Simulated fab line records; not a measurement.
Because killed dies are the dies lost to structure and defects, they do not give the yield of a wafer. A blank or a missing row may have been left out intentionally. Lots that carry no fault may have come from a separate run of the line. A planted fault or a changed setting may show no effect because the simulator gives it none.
A struck lot beside a sound one    flow gf180mcu    14 out of 602 route steps
Sound: wafers L841.2, L841.3, L841.5. Wafers L853.2, L853.3, L853.6 were the ones struck. The cause is given at the end.
Order at every step that has rows: each side's tool, ch and its chambers, its first start. Under that, the readings that differ: sound wafers    struck wafers    difference of the means    sigmas: that difference in standard deviations of wafers without a fault.
alike: a reading whose means differ by less than 2 such deviations, as well as words and numbers matching on both sides. not compared: withheld readings; readings where some wafer has no value; bounds like >300 that might hide an equal value; numbers whose values overlap and for which the record gives no deviation.
Wherever a step has rows on one side only, a row that says differs or no value, or a row with sigmas, the two part there. Numbers that have no deviation but don't overlap get no sigmas and don't part them. A reading that every wafer of one side lacks parts them only if that side has two wafers or more.

first, 1 step without rows for these wafers: GF_V4_ETCH_17 (etches SiO2 in C4F8/O2/Ar, stops on TiN, target depth 630 nm).
GF_V4_STRIP_18: strips in O2/N2.
  sound on plasma_asher-02 ch 1, day 26 08:25; struck on plasma_asher-01 ch 0,1, day 29 22:34
  alike: drypump_motor_current_A, heater_power_w, o2_flow_sccm, oes_product_au
  not compared: rf_hours_counter_h
then, 2 steps without rows for these wafers: GF_V4_STRIP_19 (strips in post etch residue remover, time 1200 s); GF_V4_CLEAN_20 (cleans in DIW).
GF_V4_SPUTTER_21: material Ti, target thk 15 nm, time 80.02 s.
  sound on pvd_sputter-03 at day 26 08:59; struck on pvd_sputter-01 at day 29 23:06
  alike: throttle_valve_pct
GF_V4_SPUTTER_22: material TiN, target thk 10 nm, time 40 s.
  sound on pvd_sputter-03 at day 26 09:03; struck on pvd_sputter-01 at day 29 23:10
  alike: throttle_valve_pct
GF_V4_CVD_23: deposits W, target thk 350 nm, time 104.9 s.
  sound on cvd_w-02 ch 0,1, day 26 09:05; struck on cvd_w-02 ch 0, day 29 23:12
  alike: heater_power_w
  not compared: since_wet_clean_h
GF_V4_RS_MEAS_24: measurement is done with a four-point probe.
  sound on film_metro-04 at day 26 09:13; struck on film_metro-01 at day 29 23:20
  alike: V4_W_RS
GF_V4_THK_MEAS_25: measures by xrf.
  sound on film_metro-04 at day 26 09:20; struck on film_metro-01 at day 29 23:26
  alike: V4_W_THK
then, 3 steps without rows for these wafers: GF_V4_CMP_26 (polishes, stops on SiO2, t overpolish 15 s, target thk 0 nm); GF_MIM_SPUTTER_00 (material Ti, target thk 37.5 nm, time 150 s); GF_MIM_SPUTTER_01 (material TiN, target thk 30 nm, time 25 s).
GF_MIM_SPUTTER_02: material AlCu, target thk 450 nm, time 23.9 s.
  sound on pvd_sputter-01 at day 26 09:49; struck on pvd_sputter-01 at day 29 23:57
reading                                   sound            struck             difference  sigmas
model.AlCu_of_MIM_SPUTTER_02.thk_nm (nm)  450.6 453 456.2  647.9 636.9 631.4  +185.5      
  alike: throttle_valve_pct
GF_MIM_SPUTTER_03: material Ti, target thk 10 nm, time 6.7 s.
  sound on pvd_sputter-01 at day 26 09:50; struck on pvd_sputter-01 at day 29 23:59
  alike: throttle_valve_pct

## WHERE THEY PART
Nowhere in this record.

WHY: the cause the simulator had injected
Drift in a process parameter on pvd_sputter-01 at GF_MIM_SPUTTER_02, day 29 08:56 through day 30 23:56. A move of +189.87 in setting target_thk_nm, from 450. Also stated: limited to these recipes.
